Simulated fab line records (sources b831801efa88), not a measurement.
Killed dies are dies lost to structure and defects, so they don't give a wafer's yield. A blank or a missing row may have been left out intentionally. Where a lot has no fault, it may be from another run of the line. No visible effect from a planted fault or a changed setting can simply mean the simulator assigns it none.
Which tool did it? / flow sky130 / 24 lots with 72 wafers sampled at 6 steps, on a route of 708 steps

== WHAT THE GAUGES SHOWED, per wafer ==
SKY_CAP2M_THK_MEAS_04: measures by xrf. Usual: CAP2M_TIN_THK typically reads 201 nm, with standard deviation 3.7.
lot=L074; measured=day 39 12:21; on=film-metro-01; CAP2M_TIN_THK (nm)=205 204 207; flag=
lot=L075; measured=day 40 05:01; on=film-metro-04; CAP2M_TIN_THK (nm)=200 200 201; flag=
lot=L076; measured=day 40 06:25; on=film-metro-01; CAP2M_TIN_THK (nm)=201 198 202; flag=
lot=L077; measured=day 40 21:21; on=film-metro-04; CAP2M_TIN_THK (nm)=201 202 201; flag=
lot=L078; measured=day 40 22:12; on=film-metro-01; CAP2M_TIN_THK (nm)=203 205 206; flag=
lot=L079; measured=day 41 12:23; on=film-metro-04; CAP2M_TIN_THK (nm)=199 200 200; flag=
lot=L080; measured=day 41 14:01; on=film-metro-02; CAP2M_TIN_THK (nm)=206 207 207; flag=
lot=L081; measured=day 41 20:16; on=film-metro-04; CAP2M_TIN_THK (nm)=197 200 197; flag=
lot=L083; measured=day 42 15:20; on=film-metro-04; CAP2M_TIN_THK (nm)=199 200 199; flag=
lot=L082; measured=day 42 16:52; on=film-metro-02; CAP2M_TIN_THK (nm)=196 196 195; flag=
lot=L084; measured=day 43 01:41; on=film-metro-01; CAP2M_TIN_THK (nm)=211 204 208; flag=
lot=L085; measured=day 43 02:22; on=film-metro-02; CAP2M_TIN_THK (nm)=202 201 203; flag=
lot=L086; measured=day 43 07:35; on=film-metro-04; CAP2M_TIN_THK (nm)=200 202 206; flag=
lot=L087; measured=day 43 12:50; on=film-metro-04; CAP2M_TIN_THK (nm)=199 201 202; flag=
lot=L088; measured=day 43 20:11; on=film-metro-01; CAP2M_TIN_THK (nm)=201 202 205; flag=
lot=L089; measured=day 44 04:38; on=film-metro-01; CAP2M_TIN_THK (nm)=198 197 196; flag=
lot=L090; measured=day 44 11:10; on=film-metro-01; CAP2M_TIN_THK (nm)=207 204 207; flag=
lot=L092; measured=day 44 14:49; on=film-metro-02; CAP2M_TIN_THK (nm)=196 195 197; flag=
lot=L091; measured=day 44 18:09; on=film-metro-01; CAP2M_TIN_THK (nm)=202 203 205; flag=
lot=L093; measured=day 45 02:19; on=film-metro-01; CAP2M_TIN_THK (nm)=205 209 207; flag=
lot=L094; measured=day 45 06:56; on=film-metro-04; CAP2M_TIN_THK (nm)=195 198 197; flag=
lot=L095; measured=day 45 11:10; on=film-metro-04; CAP2M_TIN_THK (nm)=199 198 201; flag=
lot=L096; measured=day 45 21:22; on=film-metro-04; CAP2M_TIN_THK (nm)=198 201 198; flag=
lot=L097; measured=day 46 03:53; on=film-metro-02; CAP2M_TIN_THK (nm)=203 204 203; flag=

SKY_VIA4_BOW_MEAS_03. Usual: VIA4_BOW typically reads 81 um, with standard deviation 8.4.
lot=L074; measured=day 41 15:58; on=film-metro-03; VIA4_BOW (um)=92 98 89; flag=
lot=L075; measured=day 42 05:59; on=film-metro-03; VIA4_BOW (um)=79 85 82; flag=
lot=L076; measured=day 42 07:44; on=film-metro-03; VIA4_BOW (um)=79 74 64; flag=
lot=L077; measured=day 42 22:25; on=film-metro-03; VIA4_BOW (um)=79 89 87; flag=
lot=L078; measured=day 42 23:59; on=film-metro-04; VIA4_BOW (um)=79 72 86; flag=
lot=L079; measured=day 43 12:47; on=film-metro-03; VIA4_BOW (um)=83 89 100; flag=
lot=L080; measured=day 43 14:15; on=film-metro-04; VIA4_BOW (um)=73 87 76; flag=
lot=L081; measured=day 43 20:44; on=film-metro-04; VIA4_BOW (um)=66 79 86; flag=
lot=L083; measured=day 44 15:38; on=film-metro-03; VIA4_BOW (um)=91 95 98; flag=
lot=L082; measured=day 44 16:31; on=film-metro-03; VIA4_BOW (um)=80 84 96; flag=
lot=L084; measured=day 45 00:11; on=film-metro-04; VIA4_BOW (um)=81 72 81; flag=
lot=L085; measured=day 45 00:16; on=film-metro-01; VIA4_BOW (um)=79 95 83; flag=
lot=L086; measured=day 45 05:35; on=film-metro-04; VIA4_BOW (um)=93 82 80; flag=
lot=L087; measured=day 45 10:29; on=film-metro-01; VIA4_BOW (um)=84 87 78; flag=
lot=L088; measured=day 45 17:28; on=film-metro-04; VIA4_BOW (um)=89 79 87; flag=
lot=L089; measured=day 46 01:28; on=film-metro-01; VIA4_BOW (um)=75 84 79; flag=
lot=L090; measured=day 46 07:35; on=film-metro-01; VIA4_BOW (um)=91 79 76; flag=
lot=L092; measured=day 46 11:11; on=film-metro-03; VIA4_BOW (um)=78 80 85; flag=
lot=L091; measured=day 46 14:44; on=film-metro-01; VIA4_BOW (um)=89 71 73; flag=
lot=L093; measured=day 46 22:14; on=film-metro-03; VIA4_BOW (um)=68 66 69; flag=
lot=L094; measured=day 47 02:49; on=film-metro-03; VIA4_BOW (um)=95 90 78; flag=
lot=L095; measured=day 47 06:26; on=film-metro-03; VIA4_BOW (um)=84 81 86; flag=
lot=L096; measured=day 47 16:18; on=film-metro-01; VIA4_BOW (um)=97 88 84; flag=
lot=L097; measured=day 47 22:07; on=film-metro-04; VIA4_BOW (um)=73 83 68; flag=

SKY_METAL5_RS_MEAS_05: a four-point-probe measurement. Usual: METAL5_ALCU_RS typically reads 0.02718 ohm/sq, with standard deviation 0.00029.
lot=L074; measured=day 42 16:57; on=film-metro-04; METAL5_ALCU_RS (ohm/sq)=0.02793 0.027 0.02758; flag=
lot=L075; measured=day 43 06:45; on=film-metro-04; METAL5_ALCU_RS (ohm/sq)=0.02712 0.02734 0.02714; flag=
lot=L076; measured=day 43 07:59; on=film-metro-04; METAL5_ALCU_RS (ohm/sq)=0.02691 0.02741 0.02753; flag=
lot=L077; measured=day 43 22:46; on=film-metro-02; METAL5_ALCU_RS (ohm/sq)=0.02717 0.0271 0.02776; flag=
lot=L078; measured=day 43 23:20; on=film-metro-04; METAL5_ALCU_RS (ohm/sq)=0.02739 0.02758 0.02735; flag=
lot=L079; measured=day 44 13:06; on=film-metro-02; METAL5_ALCU_RS (ohm/sq)=0.02702 0.02768 0.02713; flag=
lot=L080; measured=day 44 14:06; on=film-metro-04; METAL5_ALCU_RS (ohm/sq)=0.02733 0.02699 0.02684; flag=
lot=L081; measured=day 44 20:29; on=film-metro-04; METAL5_ALCU_RS (ohm/sq)=0.02725 0.02706 0.02694; flag=
lot=L083; measured=day 45 14:25; on=film-metro-02; METAL5_ALCU_RS (ohm/sq)=0.0271 0.02697 0.02752; flag=
lot=L082; measured=day 45 15:13; on=film-metro-04; METAL5_ALCU_RS (ohm/sq)=0.02772 0.02762 0.02758; flag=
lot=L084; measured=day 45 22:50; on=film-metro-03; METAL5_ALCU_RS (ohm/sq)=0.02725 0.02713 0.02715; flag=
lot=L085; measured=day 45 23:08; on=film-metro-04; METAL5_ALCU_RS (ohm/sq)=0.02742 0.02675 0.02754; flag=
lot=L086; measured=day 46 03:43; on=film-metro-04; METAL5_ALCU_RS (ohm/sq)=0.02717 0.02762 0.02723; flag=
lot=L087; measured=day 46 08:55; on=film-metro-03; METAL5_ALCU_RS (ohm/sq)=0.0273 0.02697 0.02697; flag=
lot=L088; measured=day 46 16:24; on=film-metro-02; METAL5_ALCU_RS (ohm/sq)=0.02697 0.02735 0.02719; flag=
lot=L089; measured=day 46 23:51; on=film-metro-02; METAL5_ALCU_RS (ohm/sq)=0.02677 0.02699 0.02682; flag=
lot=L090; measured=day 47 05:22; on=film-metro-02; METAL5_ALCU_RS (ohm/sq)=0.02655 0.02715 0.02697; flag=
lot=L092; measured=day 47 08:53; on=film-metro-02; METAL5_ALCU_RS (ohm/sq)=0.02719 0.02717 0.02716; flag=
lot=L091; measured=day 47 12:21; on=film-metro-04; METAL5_ALCU_RS (ohm/sq)=0.02738 0.0275 0.02726; flag=
lot=L093; measured=day 47 19:05; on=film-metro-02; METAL5_ALCU_RS (ohm/sq)=0.02673 0.02705 0.02671; flag=
lot=L094; measured=day 47 23:53; on=film-metro-02; METAL5_ALCU_RS (ohm/sq)=0.02738 0.02695 0.02722; flag=
lot=L095; measured=day 48 02:57; on=film-metro-03; METAL5_ALCU_RS (ohm/sq)=0.02698 0.02747 0.02693; flag=
lot=L096; measured=day 48 13:47; on=film-metro-04; METAL5_ALCU_RS (ohm/sq)=0.02731 0.02779 0.02744; flag=
lot=L097; measured=day 48 18:23; on=film-metro-02; METAL5_ALCU_RS (ohm/sq)=0.02674 0.02668 0.0271; flag=

== TOOL THAT RAN EACH LOT (tool first, then ch and the chambers of the sampled wafers, then the start) ==
lot=L074; SKY_CAP2M_STRIP_14=plasma-asher-01 ch 0,1, day 40 13:42; SKY_VIA4_ETCH_12=rie-diel-01 ch 1,2, day 42 15:18; SKY_METAL5_SPUTTER_04=pvd-sputter-01, day 42 16:52
lot=L075; SKY_CAP2M_STRIP_14=plasma-asher-02 ch 0,1, day 41 04:54; SKY_VIA4_ETCH_12=rie-diel-03 ch 2,3, day 43 05:01; SKY_METAL5_SPUTTER_04=pvd-sputter-02, day 43 06:38
lot=L076; SKY_CAP2M_STRIP_14=plasma-asher-02 ch 0, day 41 06:11; SKY_VIA4_ETCH_12=rie-diel-01 ch 0,1,3, day 43 06:28; SKY_METAL5_SPUTTER_04=pvd-sputter-02, day 43 07:56
lot=L077; SKY_CAP2M_STRIP_14=plasma-asher-01 ch 0,1, day 41 20:45; SKY_VIA4_ETCH_12=rie-diel-01 ch 0,3, day 43 21:12; SKY_METAL5_SPUTTER_04=pvd-sputter-01, day 43 22:41
lot=L078; SKY_CAP2M_STRIP_14=plasma-asher-01 ch 0,1, day 41 21:55; SKY_VIA4_ETCH_12=rie-diel-01 ch 0,2,3, day 43 21:48; SKY_METAL5_SPUTTER_04=pvd-sputter-02, day 43 23:17
lot=L079; SKY_CAP2M_STRIP_14=plasma-asher-02 ch 0,1, day 42 11:31; SKY_VIA4_ETCH_12=rie-diel-01 ch 1,2, day 44 11:31; SKY_METAL5_SPUTTER_04=pvd-sputter-04, day 44 13:03
lot=L080; SKY_CAP2M_STRIP_14=plasma-asher-04 ch 0,1, day 42 13:31; SKY_VIA4_ETCH_12=rie-diel-03 ch 2,3, day 44 12:31; SKY_METAL5_SPUTTER_04=pvd-sputter-04, day 44 14:02
lot=L081; SKY_CAP2M_STRIP_14=plasma-asher-01 ch 0,1, day 42 19:55; SKY_VIA4_ETCH_12=rie-diel-01 ch 0,1,3, day 44 18:55; SKY_METAL5_SPUTTER_04=pvd-sputter-04, day 44 20:26
lot=L083; SKY_CAP2M_STRIP_14=plasma-asher-02 ch 0,1, day 43 14:35; SKY_VIA4_ETCH_12=rie-diel-01 ch 0,1,2, day 45 12:48; SKY_METAL5_SPUTTER_04=pvd-sputter-01, day 45 14:21
lot=L082; SKY_CAP2M_STRIP_14=plasma-asher-04 ch 0,1, day 43 15:41; SKY_VIA4_ETCH_12=rie-diel-03 ch 1,2,3, day 45 13:31; SKY_METAL5_SPUTTER_04=pvd-sputter-02, day 45 15:10
lot=L084; SKY_CAP2M_STRIP_14=plasma-asher-04 ch 0,1, day 43 23:59; SKY_VIA4_ETCH_12=rie-diel-01 ch 0,1, day 45 21:19; SKY_METAL5_SPUTTER_04=pvd-sputter-02, day 45 22:47
lot=L085; SKY_CAP2M_STRIP_14=plasma-asher-01 ch 0,1, day 44 00:22; SKY_VIA4_ETCH_12=rie-diel-02 ch 2,3, day 45 21:21; SKY_METAL5_SPUTTER_04=pvd-sputter-04, day 45 23:05
lot=L086; SKY_CAP2M_STRIP_14=plasma-asher-02 ch 0,1, day 44 05:38; SKY_VIA4_ETCH_12=rie-diel-03 ch 0,2,3, day 46 02:09; SKY_METAL5_SPUTTER_04=pvd-sputter-02, day 46 03:40
lot=L087; SKY_CAP2M_STRIP_14=plasma-asher-04 ch 0,1, day 44 11:17; SKY_VIA4_ETCH_12=rie-diel-02 ch 1,2,3, day 46 07:21; SKY_METAL5_SPUTTER_04=pvd-sputter-04, day 46 08:50
lot=L088; SKY_CAP2M_STRIP_14=plasma-asher-01 ch 0,1, day 44 18:14; SKY_VIA4_ETCH_12=rie-diel-03 ch 0,1,3, day 46 14:21; SKY_METAL5_SPUTTER_04=pvd-sputter-02, day 46 16:21
lot=L089; SKY_CAP2M_STRIP_14=plasma-asher-04 ch 0,1, day 45 02:40; SKY_VIA4_ETCH_12=rie-diel-01 ch 1,3, day 46 22:18; SKY_METAL5_SPUTTER_04=pvd-sputter-02, day 46 23:47
lot=L090; SKY_CAP2M_STRIP_14=plasma-asher-04 ch 0,1, day 45 08:08; SKY_VIA4_ETCH_12=rie-diel-03 ch 0,1,2, day 47 03:48; SKY_METAL5_SPUTTER_04=pvd-sputter-04, day 47 05:19
lot=L092; SKY_CAP2M_STRIP_14=plasma-asher-01 ch 0,1, day 45 11:55; SKY_VIA4_ETCH_12=rie-diel-01 ch 1,2,3, day 47 07:21; SKY_METAL5_SPUTTER_04=pvd-sputter-01, day 47 08:50
lot=L091; SKY_CAP2M_STRIP_14=plasma-asher-04 ch 0,1, day 45 15:13; SKY_VIA4_ETCH_12=rie-diel-03 ch 0,2,3, day 47 10:42; SKY_METAL5_SPUTTER_04=pvd-sputter-02, day 47 12:18
lot=L093; SKY_CAP2M_STRIP_14=plasma-asher-01 ch 0,1, day 45 23:14; SKY_VIA4_ETCH_12=rie-diel-02 ch 0,1, day 47 17:24; SKY_METAL5_SPUTTER_04=pvd-sputter-02, day 47 19:02
lot=L094; SKY_CAP2M_STRIP_14=plasma-asher-01 ch 0,1, day 46 03:49; SKY_VIA4_ETCH_12=rie-diel-02 ch 0,1,3, day 47 22:12; SKY_METAL5_SPUTTER_04=pvd-sputter-01, day 47 23:50
lot=L095; SKY_CAP2M_STRIP_14=plasma-asher-01 ch 0,1, day 46 07:46; SKY_VIA4_ETCH_12=rie-diel-02 ch 0,2,3, day 48 01:24; SKY_METAL5_SPUTTER_04=pvd-sputter-02, day 48 02:53
lot=L096; SKY_CAP2M_STRIP_14=plasma-asher-04 ch 0, day 46 17:46; SKY_VIA4_ETCH_12=rie-diel-01 ch 0,1, day 48 11:57; SKY_METAL5_SPUTTER_04=pvd-sputter-01, day 48 13:43
lot=L097; SKY_CAP2M_STRIP_14=plasma-asher-01 ch 0,1, day 47 00:05; SKY_VIA4_ETCH_12=rie-diel-03 ch 0,1,3, day 48 16:51; SKY_METAL5_SPUTTER_04=pvd-sputter-04, day 48 18:20
- SKY_CAP2M_STRIP_14: strips in O2/N2.
- SKY_VIA4_ETCH_12: etches SiO2 in C4F8/O2/Ar, stops on TiN, target depth 580 nm.
- SKY_METAL5_SPUTTER_04: material TiN, target thk 70 nm, time 58.3 s.

== WHAT THE TOOLS THEMSELVES READ (means of the sampled wafers that have a number; where no wafer has one, the mark that the record gives instead) ==
SKY_CAP2M_STRIP_14. Usual: drypump-motor-current-A 5.8 A, standard deviation 0.65; oes-product-au 0.710 a.u., standard deviation 0.0044; strip-time-to-endpoint-s 12.66 s, standard deviation 0.069.
lot=L074; tool=plasma-asher-01; drypump-motor-current-A (A)=5.1; oes-product-au (a.u.)=0.713; strip-time-to-endpoint-s (s)=12.78; flag=
lot=L075; tool=plasma-asher-02; drypump-motor-current-A (A)=5.9; oes-product-au (a.u.)=0.712; strip-time-to-endpoint-s (s)=12.74; flag=
lot=L076; tool=plasma-asher-02; drypump-motor-current-A (A)=5.5; oes-product-au (a.u.)=0.703; strip-time-to-endpoint-s (s)=12.73; flag=
lot=L077; tool=plasma-asher-01; drypump-motor-current-A (A)=5.3; oes-product-au (a.u.)=0.711; strip-time-to-endpoint-s (s)=12.73; flag=
lot=L078; tool=plasma-asher-01; drypump-motor-current-A (A)=5.3; oes-product-au (a.u.)=0.704; strip-time-to-endpoint-s (s)=12.61; flag=
lot=L079; tool=plasma-asher-02; drypump-motor-current-A (A)=5.9; oes-product-au (a.u.)=0.710; strip-time-to-endpoint-s (s)=12.57; flag=
lot=L080; tool=plasma-asher-04; drypump-motor-current-A (A)=6.5; oes-product-au (a.u.)=0.708; strip-time-to-endpoint-s (s)=12.76; flag=
lot=L081; tool=plasma-asher-01; drypump-motor-current-A (A)=5.1; oes-product-au (a.u.)=0.711; strip-time-to-endpoint-s (s)=12.76; flag=
lot=L083; tool=plasma-asher-02; drypump-motor-current-A (A)=6.3; oes-product-au (a.u.)=0.712; strip-time-to-endpoint-s (s)=12.61; flag=
lot=L082; tool=plasma-asher-04; drypump-motor-current-A (A)=6.3; oes-product-au (a.u.)=0.705; strip-time-to-endpoint-s (s)=12.53; flag=
lot=L084; tool=plasma-asher-04; drypump-motor-current-A (A)=6.3; oes-product-au (a.u.)=0.713; strip-time-to-endpoint-s (s)=12.64; flag=
lot=L085; tool=plasma-asher-01; drypump-motor-current-A (A)=5.1; oes-product-au (a.u.)=0.709; strip-time-to-endpoint-s (s)=12.61; flag=
lot=L086; tool=plasma-asher-02; drypump-motor-current-A (A)=5.9; oes-product-au (a.u.)=0.711; strip-time-to-endpoint-s (s)=12.65; flag=
lot=L087; tool=plasma-asher-04; drypump-motor-current-A (A)=6.3; oes-product-au (a.u.)=0.712; strip-time-to-endpoint-s (s)=12.59; flag=
lot=L088; tool=plasma-asher-01; drypump-motor-current-A (A)=5.1; oes-product-au (a.u.)=0.706; strip-time-to-endpoint-s (s)=12.76; flag=
lot=L089; tool=plasma-asher-04; drypump-motor-current-A (A)=6.5; oes-product-au (a.u.)=0.706; strip-time-to-endpoint-s (s)=12.63; flag=
lot=L090; tool=plasma-asher-04; drypump-motor-current-A (A)=6.5; oes-product-au (a.u.)=0.709; strip-time-to-endpoint-s (s)=12.66; flag=
lot=L092; tool=plasma-asher-01; drypump-motor-current-A (A)=5.1; oes-product-au (a.u.)=0.712; strip-time-to-endpoint-s (s)=12.63; flag=
lot=L091; tool=plasma-asher-04; drypump-motor-current-A (A)=6.5; oes-product-au (a.u.)=0.706; strip-time-to-endpoint-s (s)=12.65; flag=
lot=L093; tool=plasma-asher-01; drypump-motor-current-A (A)=5.3; oes-product-au (a.u.)=0.704; strip-time-to-endpoint-s (s)=12.67; flag=
lot=L094; tool=plasma-asher-01; drypump-motor-current-A (A)=5.3; oes-product-au (a.u.)=0.713; strip-time-to-endpoint-s (s)=12.60; flag=
lot=L095; tool=plasma-asher-01; drypump-motor-current-A (A)=5.1; oes-product-au (a.u.)=0.711; strip-time-to-endpoint-s (s)=12.70; flag=
lot=L096; tool=plasma-asher-04; drypump-motor-current-A (A)=6.7; oes-product-au (a.u.)=0.716; strip-time-to-endpoint-s (s)=12.60; flag=
lot=L097; tool=plasma-asher-01; drypump-motor-current-A (A)=5.1; oes-product-au (a.u.)=0.710; strip-time-to-endpoint-s (s)=12.63; flag=

SKY_VIA4_ETCH_12. Usual: bias-w 1200 W, standard deviation 3.4; oes-product-au 0.925 a.u., standard deviation 0.0046.
lot=L074; tool=rie-diel-01; bias-w (W)=1204; oes-product-au (a.u.)=0.925; flag=
lot=L075; tool=rie-diel-03; bias-w (W)=1200; oes-product-au (a.u.)=0.923; flag=
lot=L076; tool=rie-diel-01; bias-w (W)=1201; oes-product-au (a.u.)=0.928; flag=
lot=L077; tool=rie-diel-01; bias-w (W)=1196; oes-product-au (a.u.)=0.929; flag=
lot=L078; tool=rie-diel-01; bias-w (W)=1197; oes-product-au (a.u.)=0.928; flag=
lot=L079; tool=rie-diel-01; bias-w (W)=1201; oes-product-au (a.u.)=0.927; flag=
lot=L080; tool=rie-diel-03; bias-w (W)=1199; oes-product-au (a.u.)=0.923; flag=
lot=L081; tool=rie-diel-01; bias-w (W)=1199; oes-product-au (a.u.)=0.927; flag=
lot=L083; tool=rie-diel-01; bias-w (W)=1199; oes-product-au (a.u.)=0.925; flag=
lot=L082; tool=rie-diel-03; bias-w (W)=1200; oes-product-au (a.u.)=0.926; flag=
lot=L084; tool=rie-diel-01; bias-w (W)=1198; oes-product-au (a.u.)=0.928; flag=
lot=L085; tool=rie-diel-02; bias-w (W)=1201; oes-product-au (a.u.)=0.925; flag=
lot=L086; tool=rie-diel-03; bias-w (W)=1201; oes-product-au (a.u.)=0.931; flag=
lot=L087; tool=rie-diel-02; bias-w (W)=1198; oes-product-au (a.u.)=0.926; flag=
lot=L088; tool=rie-diel-03; bias-w (W)=1202; oes-product-au (a.u.)=0.927; flag=
lot=L089; tool=rie-diel-01; bias-w (W)=1204; oes-product-au (a.u.)=0.921; flag=
lot=L090; tool=rie-diel-03; bias-w (W)=1199; oes-product-au (a.u.)=0.924; flag=
lot=L092; tool=rie-diel-01; bias-w (W)=1199; oes-product-au (a.u.)=0.933; flag=
lot=L091; tool=rie-diel-03; bias-w (W)=1202; oes-product-au (a.u.)=0.924; flag=
lot=L093; tool=rie-diel-02; bias-w (W)=1197; oes-product-au (a.u.)=0.922; flag=
lot=L094; tool=rie-diel-02; bias-w (W)=1200; oes-product-au (a.u.)=0.934; flag=
lot=L095; tool=rie-diel-02; bias-w (W)=1197; oes-product-au (a.u.)=0.930; flag=
lot=L096; tool=rie-diel-01; bias-w (W)=1203; oes-product-au (a.u.)=0.927; flag=
lot=L097; tool=rie-diel-03; bias-w (W)=1201; oes-product-au (a.u.)=0.920; flag=

SKY_METAL5_SPUTTER_04. Usual: cathode-dc-power-W 6500.1 W, standard deviation 1.1; throttle-valve-pct 30.3 %, standard deviation 1.
lot=L074; tool=pvd-sputter-01; cathode-dc-power-W (W)=6499.5; throttle-valve-pct (%)=30.7; flag=
lot=L075; tool=pvd-sputter-02; cathode-dc-power-W (W)=6501.2; throttle-valve-pct (%)=30.0; flag=
lot=L076; tool=pvd-sputter-02; cathode-dc-power-W (W)=6500.8; throttle-valve-pct (%)=30.5; flag=
lot=L077; tool=pvd-sputter-01; cathode-dc-power-W (W)=6499.6; throttle-valve-pct (%)=29.7; flag=
lot=L078; tool=pvd-sputter-02; cathode-dc-power-W (W)=6500.6; throttle-valve-pct (%)=30.4; flag=
lot=L079; tool=pvd-sputter-04; cathode-dc-power-W (W)=6500.2; throttle-valve-pct (%)=29.1; flag=
lot=L080; tool=pvd-sputter-04; cathode-dc-power-W (W)=6500.4; throttle-valve-pct (%)=29.5; flag=
lot=L081; tool=pvd-sputter-04; cathode-dc-power-W (W)=6500.8; throttle-valve-pct (%)=29.5; flag=
lot=L083; tool=pvd-sputter-01; cathode-dc-power-W (W)=6500.1; throttle-valve-pct (%)=29.5; flag=
lot=L082; tool=pvd-sputter-02; cathode-dc-power-W (W)=6500.2; throttle-valve-pct (%)=31.3; flag=
lot=L084; tool=pvd-sputter-02; cathode-dc-power-W (W)=6500.4; throttle-valve-pct (%)=31.0; flag=
lot=L085; tool=pvd-sputter-04; cathode-dc-power-W (W)=6500.2; throttle-valve-pct (%)=28.9; flag=
lot=L086; tool=pvd-sputter-02; cathode-dc-power-W (W)=6501.2; throttle-valve-pct (%)=30.6; flag=
lot=L087; tool=pvd-sputter-04; cathode-dc-power-W (W)=6499.7; throttle-valve-pct (%)=29.8; flag=
lot=L088; tool=pvd-sputter-02; cathode-dc-power-W (W)=6498.8; throttle-valve-pct (%)=30.1; flag=
lot=L089; tool=pvd-sputter-02; cathode-dc-power-W (W)=6501.2; throttle-valve-pct (%)=30.5; flag=
lot=L090; tool=pvd-sputter-04; cathode-dc-power-W (W)=6500.1; throttle-valve-pct (%)=30.2; flag=
lot=L092; tool=pvd-sputter-01; cathode-dc-power-W (W)=6499.8; throttle-valve-pct (%)=29.2; flag=
lot=L091; tool=pvd-sputter-02; cathode-dc-power-W (W)=6500.1; throttle-valve-pct (%)=31.1; flag=
lot=L093; tool=pvd-sputter-02; cathode-dc-power-W (W)=6499.8; throttle-valve-pct (%)=29.9; flag=
lot=L094; tool=pvd-sputter-01; cathode-dc-power-W (W)=6499.8; throttle-valve-pct (%)=30.0; flag=
lot=L095; tool=pvd-sputter-02; cathode-dc-power-W (W)=6500.0; throttle-valve-pct (%)=31.0; flag=
lot=L096; tool=pvd-sputter-01; cathode-dc-power-W (W)=6498.9; throttle-valve-pct (%)=31.2; flag=
lot=L097; tool=pvd-sputter-04; cathode-dc-power-W (W)=6500.9; throttle-valve-pct (%)=30.0; flag=

== THE ANSWER, worked out from the rows above alone ==
Rule: a lot is off if the mean of its wafers that have a number lies more than 3 standard deviations from the usual mean. Also off: a lot with no number at a reading for which 4 or more lots have one. All remaining lots with rows at the step are treated as sound. The gauges are gone through in route order, then the tools' own readings, and for those a lot's mean is taken as printed above. At the first step where some lot is off, the reading lying furthest off is the one used; lots without a number count as furthest.
Across all readings shown, no lot is off: no conclusion can be drawn from this.

== WHAT WAS PUT IN BY THE SIMULATOR ==
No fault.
